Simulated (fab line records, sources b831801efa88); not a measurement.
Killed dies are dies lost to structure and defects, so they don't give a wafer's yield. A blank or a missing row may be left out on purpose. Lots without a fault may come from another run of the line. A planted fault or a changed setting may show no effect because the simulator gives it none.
fab line records | flow sfq_line
record lots=14 wafers=42 last_day=86
route steps=325 shown M4@156
lots that met no fault: from a run of the same line without faults
start_h: hours from the record's first day to the start of the lot's first wafer shown | wait_h: hours since the lot's step before | " the same as in the row above | L1.1+2: a row that stands for several wafers | - no value, or no start given | * or withheld: withheld | < > ~ a bound
route shown NAME@n: a module of which the file shows steps, and the number in the route of the first | usual: mean/standard deviation of fault-free wafers | same: alike in all rows | chamber/n: place in a boat | sites: the reading at each site | _std_site: their standard deviation | _edge_site: outer sites' mean less inner sites' | radius_mm: how far each site lies from the wafer's centre | mask NAME#n: copy n | behind: the tool/chamber that last shaped the wafer | hold: why the lot was held/for how many hours/how that ended | device: the transistor (n, p or np) that didn't switch | end of line: the same wafers' tests at the end of the route | a step without rows: its recipe alone | killed: dies lost to structure and defects at the first sort, not the wafer's yield | map: a wafer's dies, x killed, . not, _ none there
set.NAME: the setting as run; set.NAME@STEP: as run at that earlier step | model.NAME: the simulator's own value behind a step, which no gauge read
steps of the route over a sample of lots; a table a step, a row a wafer
## steps
# step SFQ_TRILAYER_M4_LITHO_PEB_096
# recipe peb_temp_c=115 peb_time_s=60 resist=KrF
# usual heater_power_total_W=79.15/0.065 plate_temp_C=115.01/0.16
# columns lot.wafer tool chamber start_h wait_h heater_power_total_W plate_temp_C
L180.2 litho_track-03 0 925.29 0.8 79.07 115.04
L180.4 " 0 " " 79.14 114.98
L180.5 " 0 " " 79.09 115.14
L181.3 litho_track-01 0 939.72 0.7 79.22 115.27
L181.4 " 0 " " 79.21 115.23
L181.6 " 0 " " 79.06 115.19
L183.3 litho_track-01 0 946.92 0.7 79.19 114.77
L183.5 " 0 " " 79.14 114.67
L183.6 " 0 " " 79.24 114.55
L187.1 litho_track-03 0 1034.21 1.0 77.74 113.51
L187.4 " 0 " " 77.69 113.50
L187.6 " 0 " " 77.73 113.48
L188.1 litho_track-03 0 1060.61 1.0 77.71 113.63
L188.3 " 0 " " 77.69 113.60
L188.4 " 0 " " 77.77 113.62
L189.1 litho_track-01 0 1082.21 1.0 79.21 115.04
L189.2 " 0 " " 79.11 115.17
L189.3 " 0 " " 79.11 115.19
L194.2 litho_track-03 0 1152.84 0.8 79.16 115.06
L194.4 " 0 " " 79.14 115.03
L194.5 " 0 " " 79.07 114.87
L195.2 litho_track-03 0 1157.74 0.8 79.12 115.26
L195.3 " 0 " " 79.15 114.96
L195.6 " 0 " " 79.19 115.23
L196.4 litho_track-02 0 1161.39 0.5 79.13 114.91
L196.5 " 0 " " 79.07 114.76
L196.6 " 0 " " 79.22 114.96
L197.1 litho_track-03 0 1163.71 1.0 79.18 114.98
L197.3 " 0 " " 79.19 114.93
L197.4 " 0 " " 79.19 115.10
L198.2 litho_track-03 0 1167.34 0.8 79.09 114.65
L198.3 " 0 " " 79.00 114.54
L198.4 " 0 " " 79.10 114.68
L200.1 litho_track-02 0 1174.51 1.0 78.98 114.92
L200.3 " 0 " " 79.08 114.76
L200.4 " 0 " " 79.15 114.81
L201.1 litho_track-03 0 1179.31 1.0 79.06 115.15
L201.3 " 0 " " 79.20 115.19
L201.4 " 0 " " 79.13 114.96
L202.3 litho_track-02 0 1184.16 0.7 79.21 115.00
L202.5 " 0 " " 79.10 114.71
L202.6 " 0 " " 79.23 115.10
## key
first_sign step=SFQ_TRILAYER_M4_LITHO_PEB_096 reading=heater_power_total_W direction=down sigmas=22 usual=79.15 struck=77.72
effect step=SFQ_TRILAYER_M4_LITHO_PEB_096 reading=plate_temp_C direction=down sigmas=9 usual=* struck=*
met_at SFQ_TRILAYER_M4_LITHO_PEB_096
struck_lots L187,L188
onset_between 925.29 1034.21
fault kind=process_parameter_drift tool=litho_track-03 chamber=- onset_h=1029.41 steps=SFQ_TRILAYER_M4_LITHO_PEB_096 channel=peb_temp_c offset=* shape=step end_h=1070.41 acts_in=* stated=*
